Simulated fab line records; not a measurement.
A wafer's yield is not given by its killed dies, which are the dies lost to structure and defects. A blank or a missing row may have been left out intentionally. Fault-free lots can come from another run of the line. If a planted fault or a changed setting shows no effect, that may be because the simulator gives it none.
Which tool is to blame? | flow gf180mcu | 42 wafers from 14 lots sampled at 2 of the route's 602 steps

## WHAT THE GAUGES READ, wafer by wafer
GF_SALICIDE_RS_MEAS_04: measures by four-point-probe.
lot  | measured     | on            | SALICIDE_TIN_RS (ohm/sq)
L860 | day 16 06:11 | film metro-04 | 16.0 15.9 16.0
L861 | day 16 11:54 | film metro-03 | 16.3 16.4 16.5
L862 | day 17 08:38 | film metro-04 | 17.3 16.9 17.0
L863 | day 17 17:52 | film metro-02 | 17.1 16.8 17.2
L864 | day 17 20:18 | film metro-03 | 16.0 15.8 15.6
L865 | day 17 23:11 | film metro-04 | 16.1 15.9 15.9
L866 | day 18 11:56 | film metro-04 | 16.1 16.1 15.9
L867 | day 19 07:38 | film metro-04 | 17.0 16.9 17.0
L868 | day 19 15:56 | film metro-02 | 16.5 16.5 16.4
L874 | day 21 21:35 | film metro-02 | 16.6 16.9 16.5
L877 | day 22 14:44 | film metro-02 | 17.2 17.0 17.1
L878 | day 22 20:08 | film metro-03 | 15.9 15.7 15.9
L879 | day 22 22:53 | film metro-02 | 16.5 16.8 16.6
L880 | day 23 09:44 | film metro-02 | 16.4 16.0 16.5

## EACH LOT AND THE TOOL THAT RAN IT (in order: tool; ch and the chambers of the sampled wafers; start)
lot  | GF_POLY_GATE_ETCH_13
L860 | rie si-02 ch 1,2,3, day 10 01:53
L861 | rie si-02 ch 0,1,3, day 10 07:19
L862 | rie si-02 ch 1,2, day 10 21:52
L863 | rie si-01 ch 1,3, day 11 08:02
L864 | rie si-02 ch 0,2,3, day 11 10:16
L865 | rie si-01 ch 0,1, day 11 11:34
L866 | rie si-02 ch 0,1,3, day 11 22:07
L867 | rie si-02 ch 0,1,3, day 12 11:05
L868 | rie si-02 ch 1,3, day 12 15:47
L874 | rie si-01 ch 0,2, day 14 16:35
L877 | rie si-02 ch 0,1, day 15 10:35
L878 | rie si-01 ch 2,3, day 15 13:05
L879 | rie si-01 ch 0,1,2, day 15 18:38
L880 | rie si-01 ch 0,1,3, day 16 05:15
- GF_POLY_GATE_ETCH_13: etches poly-Si in HBr/Cl2, stops on SiO2, target depth 198.5 nm, time 69.6 s.

## AS READ BY THE TOOLS THEMSELVES (means over the sampled wafers that have a number; for cases with no such wafer, the mark the record gives instead)
GF_POLY_GATE_ETCH_13.
lot  | tool      | drypump motor current A (A) | oes product au (a.u.) | run length s (s) | throttle valve pct (%)
L860 | rie si-02 | 5.5                         | 0.999                 | 98.0             | 33.681
L861 | rie si-02 | 5.8                         | 0.996                 | 97.9             | 33.676
L862 | rie si-02 | 5.4                         | 0.996                 | 97.8             | 33.683
L863 | rie si-01 | 5.3                         | 0.986                 | 97.9             | 33.687
L864 | rie si-02 | 5.7                         | 0.983                 | 97.6             | 33.683
L865 | rie si-01 | 5.3                         | 0.994                 | 97.5             | 33.687
L866 | rie si-02 | 5.9                         | 0.999                 | 80.7             | 33.683
L867 | rie si-02 | 5.9                         | 0.992                 | 80.8             | 33.678
L868 | rie si-02 | 5.6                         | 1.001                 | 81.1             | 33.678
L874 | rie si-01 | 5.3                         | 0.987                 | 98.0             | 33.678
L877 | rie si-02 | 6.1                         | 0.989                 | 97.5             | 33.684
L878 | rie si-01 | 5.2                         | 0.979                 | 98.1             | 33.689
L879 | rie si-01 | 5.3                         | 0.990                 | 97.8             | 33.681
L880 | rie si-01 | 5.3                         | 0.983                 | 97.6             | 33.690

## THE ANSWER, worked out from the rows above alone
Rule: the usual values come from the lots themselves. Put in order of their means at a reading, lots are off if they are a third of the lots or fewer, leave a main group of 4 or more, and stand apart from it by a gap of 3 or more times the standard deviation of the main group's means; of several such gaps the widest counts. If all means in a main group match to the digits the tables above print for the reading, that group is not used. A lot without any number at a reading at which 4 lots or more have one is off too. The other lots that the step has rows for count as sound. The gauges are gone through in route order, then the tools' own readings, and for those a lot's mean is taken as printed above. At the first step where some lot is off, the reading lying furthest off is the one used; lots without a number count as furthest.
Off, at GF_POLY_GATE_ETCH_13 on run length s: L866, L867, L868. For the main group the mean is 97.8 s and the standard deviation 0.2.
If a tool, at that step or one of the process steps before it, ran each lot that is off and ran no sound lot following the first of them, it fits. Not one of the candidates tried fits.

## WHAT WAS PUT IN BY THE SIMULATOR
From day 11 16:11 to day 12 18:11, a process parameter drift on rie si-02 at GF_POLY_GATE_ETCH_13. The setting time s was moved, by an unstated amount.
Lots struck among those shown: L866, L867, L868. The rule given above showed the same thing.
